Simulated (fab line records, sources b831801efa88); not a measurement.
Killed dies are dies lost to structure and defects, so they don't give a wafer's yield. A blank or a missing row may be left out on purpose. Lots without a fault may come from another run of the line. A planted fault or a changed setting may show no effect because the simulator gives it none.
Which tool did it? | flow gf180mcu | 11 lots, 33 wafers sampled, at 4 steps of a route of 602

WHAT THE GAUGES READ, wafer by wafer
GF_STI_THK_MEAS_04.
lot  | measured    | on            | STI_CVD_03_THK (nm)
L952 | day 1 14:20 | film_metro-01 | 209.2 208.1 207.8
L953 | day 1 19:23 | film_metro-02 | 207.7 206.8 207.3
L954 | day 2 00:10 | film_metro-04 | 209.2 209.1 208.9
L955 | day 2 05:50 | film_metro-02 | 206.5 206.3 206.3
L957 | day 2 14:50 | film_metro-04 | 209.2 208.4 209.5
L960 | day 3 05:34 | film_metro-02 | 230.2 230.3 230.3 230.1 230.4 230.2
L966 | day 4 12:38 | film_metro-04 | 206.2 205.5 205.3
L968 | day 4 22:41 | film_metro-02 | 208.0 207.2 205.5
L973 | day 6 02:04 | film_metro-04 | 203.3 203.6 203.4
L974 | day 6 09:10 | film_metro-01 | 206.5 208.0 207.9
L975 | day 6 09:09 | film_metro-02 | 209.2 207.7 207.8

GF_STI_THK_MEAS_24.
lot  | measured    | on            | STI_CVD_23_THK (nm)
L952 | day 2 05:04 | film_metro-01 | 645 648 657
L953 | day 2 09:02 | film_metro-01 | 657 649 656
L954 | day 2 13:40 | film_metro-01 | 655 659 657
L955 | day 2 19:49 | film_metro-02 | 662 657 653
L957 | day 3 05:01 | film_metro-04 | 645 645 648
L960 | day 3 22:26 | film_metro-02 | 660 640 638
L966 | day 5 06:10 | film_metro-02 | 664 651 656
L968 | day 5 21:14 | film_metro-04 | 651 659 654
L973 | day 6 17:58 | film_metro-01 | 652 652 656
L974 | day 7 02:48 | film_metro-04 | 655 641 649
L975 | day 7 01:49 | film_metro-02 | 659 666 661

WHICH TOOL RAN EACH LOT (tool, then ch and the chambers of the sampled wafers, then the start)
lot  | GF_STI_CVD_03              | GF_STI_ETCH_13
L952 | lpcvd-01 ch 1, day 1 12:20 | rie_diel-01 ch 1,2,3, day 2 01:53
L953 | lpcvd-02 ch 0, day 1 17:23 | rie_diel-02 ch 1,2, day 2 07:10
L954 | lpcvd-02 ch 0, day 1 22:10 | rie_diel-01 ch 1,2,3, day 2 11:47
L955 | lpcvd-01 ch 1, day 2 03:52 | rie_diel-01 ch 0,1,2, day 2 17:50
L957 | lpcvd-01 ch 0, day 2 12:50 | rie_diel-03 ch 0,3, day 3 02:56
L960 | lpcvd-01 ch 0, day 3 03:35 | rie_diel-02 ch 1,3, day 3 18:19
L966 | lpcvd-02 ch 1, day 4 10:38 | rie_diel-01 ch 1,2,3, day 5 01:55
L968 | lpcvd-02 ch 0, day 4 20:42 | rie_diel-02 ch 0,2,3, day 5 12:38
L973 | lpcvd-02 ch 1, day 6 00:04 | rie_diel-03 ch 2,3, day 6 16:05
L974 | lpcvd-01 ch 0, day 6 07:10 | rie_diel-02 ch 0,2,3, day 7 00:16
L975 | lpcvd-01 ch 1, day 6 07:10 | rie_diel-01 ch 1,2, day 6 23:56
- GF_STI_CVD_03: deposits Si3N4 from DCS/NH3, target thk 207.16 nm, time 3551 s.
- GF_STI_ETCH_13: etches the open film in CHF3/O2, stops on Si, target depth 282.31 nm, time 112.9 s.

WHAT THE TOOLS THEMSELVES READ (means of the sampled wafers that have a number; where no wafer has one, the mark that the record gives instead)
GF_STI_CVD_03.
lot  | tool     | spike_tc_bottom_C (C) | spike_tc_centre_C (C) | spike_tc_lower_C (C) | spike_tc_top_C (C) | spike_tc_upper_C (C) | susceptor_temp_C (C)
L952 | lpcvd-01 | 787.9                 | 771.0                 | 771.0                | 784.8              | 770.7                | 769.90
L953 | lpcvd-02 | 791.4                 | 770.7                 | 769.1                | 784.2              | 767.3                | 769.95
L954 | lpcvd-02 | 791.2                 | 771.8                 | 770.1                | 784.8              | 768.4                | 769.80
L955 | lpcvd-01 | 790.1                 | 769.9                 | 770.4                | 784.2              | 769.9                | 770.03
L957 | lpcvd-01 | 792.3                 | 770.9                 | 769.0                | 782.0              | 771.3                | 770.07
L960 | lpcvd-01 | 796.7                 | 775.7                 | 774.6                | 786.1              | 776.1                | 774.57
L966 | lpcvd-02 | 789.6                 | 771.0                 | 768.5                | 783.1              | 770.5                | 770.22
L968 | lpcvd-02 | 790.8                 | 770.3                 | 769.7                | 784.3              | 768.0                | 769.91
L973 | lpcvd-02 | 790.1                 | 771.6                 | 769.9                | 784.8              | 771.0                | 769.79
L974 | lpcvd-01 | 791.8                 | 770.5                 | 769.9                | 781.5              | 770.3                | 770.31
L975 | lpcvd-01 | 788.5                 | 770.0                 | 770.1                | 784.4              | 771.1                | 769.82

GF_STI_ETCH_13.
lot  | tool        | drypump_motor_current_A (A) | oes_product_au (a.u.) | throttle_valve_pct (%)
L952 | rie_diel-01 | 5.9                         | 0.835                 | 8.808
L953 | rie_diel-02 | 5.3                         | 0.829                 | 8.806
L954 | rie_diel-01 | 5.9                         | 0.837                 | 8.817
L955 | rie_diel-01 | 5.7                         | 0.835                 | 8.797
L957 | rie_diel-03 | 5.3                         | 0.834                 | 8.809
L960 | rie_diel-02 | 5.5                         | 0.882                 | 8.829
L966 | rie_diel-01 | 5.9                         | 0.829                 | 8.807
L968 | rie_diel-02 | 5.3                         | 0.834                 | 8.801
L973 | rie_diel-03 | 5.5                         | 0.821                 | 8.809
L974 | rie_diel-02 | 5.3                         | 0.831                 | 8.813
L975 | rie_diel-01 | 6.0                         | 0.836                 | 8.809

THE ANSWER, worked out from the rows above alone
Rule: what is usual is taken from the lots themselves. Put in order of their means at a reading, lots are off if they are a third of the lots or fewer, leave a main group of 4 or more, and stand apart from it by a gap of 3 or more times the standard deviation of the main group's means; of several such gaps the widest counts. A main group whose means are all the same, to the digits that the tables above print for the reading, isn't used. A lot without any number at a reading at which 4 lots or more have one is off too. The other lots that the step has rows for count as sound. The gauges are gone through in route order, then the tools' own readings, and for those a lot's mean is taken as printed above. The first step at which some lot is off is used, and at that step the reading that is off furthest; a lot without a number counts as furthest.
Off: L960, at GF_STI_THK_MEAS_04 (STI_CVD_03_THK). The main group: mean 207.2 nm, standard deviation 1.6.
A tool fits if, at a process step before that reading, it ran every lot that is off, and no sound lot after the first of them. The gauges at GF_STI_THK_MEAS_04 aren't tried: what is off there is off at GF_STI_CVD_03 too, on other tools, and a gauge's error can't cause that. None of those tried fits.

WHAT THE SIMULATOR HAD PUT IN
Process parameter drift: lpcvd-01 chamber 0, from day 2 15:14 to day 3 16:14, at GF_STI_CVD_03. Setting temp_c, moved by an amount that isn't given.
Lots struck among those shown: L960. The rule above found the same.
